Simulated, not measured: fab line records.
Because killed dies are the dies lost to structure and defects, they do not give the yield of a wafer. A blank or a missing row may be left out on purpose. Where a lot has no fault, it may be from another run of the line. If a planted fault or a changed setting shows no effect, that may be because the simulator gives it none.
A struck lot beside a sound one	flow gf180mcu	21 out of 602 route steps
Sound: these wafers, L230.2, L230.3, L230.5. The struck wafers were L244.1, L244.2, L244.3. The cause is named last.
Each step with rows lists, per side, the tool, then ch with its chambers, then its first start. Under that, the readings that differ: sound wafers	struck wafers	difference of the means	sigmas: that difference in standard deviations of wafers without a fault.
alike: readings whose means differ by less than 2 such deviations, and words and numbers that are the same on both sides. not compared: withheld readings, readings that some wafer has no value for, bounds like >300 that may hide the same value, and numbers for which the record gives no deviation and whose values overlap.
A row with sigmas, a row that says differs or no value, or rows on one side alone: a step with any of these is where the two part. Numbers that have no deviation but don't overlap get no sigmas and don't part them. A reading that every wafer of one side lacks parts them only if that side has two wafers or more.

first, 2 steps without rows for these wafers: GF_NSD_PEB_05; GF_NSD_DEVELOP_06 (develop time 60 s).
GF_NSD_CD_MEAS_07: the cd target is 400 nm.
  struck on cd_sem-02, day 18 16:55; sound on cd_sem-02, day 13 13:32
  alike: cd_nm
GF_NSD_OVL_MEAS_08:
  struck on overlay-01, day 18 17:02; sound on overlay-01, day 13 13:39
  alike: NSD_OVL
then, 2 steps without rows for these wafers: GF_NSD_IMPLANT_09; GF_NSD_IMPLANT_10.
GF_NSD_STRIP_11: strips in O2/N2.
  sound on plasma_asher-02 ch 0,1, day 13 13:59; struck on plasma_asher-04 ch 0,1, day 18 17:22
  alike: drypump_motor_current_A, heater_power_w, o2_flow_sccm, oes_product_au, strip_time_to_endpoint_s
  not compared: rf_hours_counter_h
GF_NSD_TW_MEAS_12:
  struck on film_metro-04, day 18 17:28; sound on film_metro-04, day 13 14:05
  alike: NSD_TW
then, 4 steps without rows for these wafers: GF_PSD_DEHYDRATE_00 (time 60 s); GF_PSD_HMDS_01 (prime time 60 s); GF_PSD_COAT_02 (resist thk 1000 nm); GF_PSD_SOFTBAKE_03 (time 60 s).
GF_PSD_EXPOSE_04: exposes mask Pplus, target cd 400 nm.
  sound on iline_stepper-02 ch 0, day 14 00:10; struck on iline_stepper-01 ch 0, day 19 05:46
reading	sound	struck	difference	sigmas
mask	Pplus#0 Pplus#0 Pplus#0	Nplus#0 Nplus#0 Nplus#0	differs	
  alike: reticle_temp_C
then, 2 steps without rows for these wafers: GF_PSD_PEB_05; GF_PSD_DEVELOP_06 (develop time 60 s).
GF_PSD_CD_MEAS_07: the cd target is 400 nm.
  struck on cd_sem-01, day 19 17:52; sound on cd_sem-02, day 14 10:23
reading	sound	struck	difference	sigmas
cd_nm (nm)	399.7 400.1 396.1	- - -	no value on the struck wafers	
GF_PSD_OVL_MEAS_08:
  struck on overlay-01, day 19 17:59; sound on overlay-02, day 14 10:30
reading	sound	struck	difference	sigmas
PSD_OVL (nm)	0.1 1.3 -0.6	- - -	no value on the struck wafers	
following that, these wafers have no rows for 1 step: GF_PSD_IMPLANT_09.
GF_PSD_STRIP_10: strips in O2/N2.
  sound on plasma_asher-02 ch 0,1, day 14 10:41; struck on plasma_asher-04 ch 0,1, day 19 18:11
reading	sound	struck	difference	sigmas
heater_power_w (W)	319 378 382	297 311 301	-57	-2
  alike: drypump_motor_current_A, o2_flow_sccm, oes_product_au, strip_time_to_endpoint_s
  not compared: rf_hours_counter_h
GF_PSD_TW_MEAS_11:
  struck on film_metro-04, day 19 18:17; sound on film_metro-01, day 14 10:47
reading	sound	struck	difference	sigmas
PSD_TW	3242 3246 3240	30 30 30	-3213	-99 or more
then, 1 step without rows for these wafers: GF_PSD_CLEAN_12 (cleans in SC1/SC2, time 150 s).

== WHERE THEY PART ==
Last at GF_PSD_TW_MEAS_11 as far as this record goes, first at GF_PSD_EXPOSE_04.

WHY: the cause the simulator had injected
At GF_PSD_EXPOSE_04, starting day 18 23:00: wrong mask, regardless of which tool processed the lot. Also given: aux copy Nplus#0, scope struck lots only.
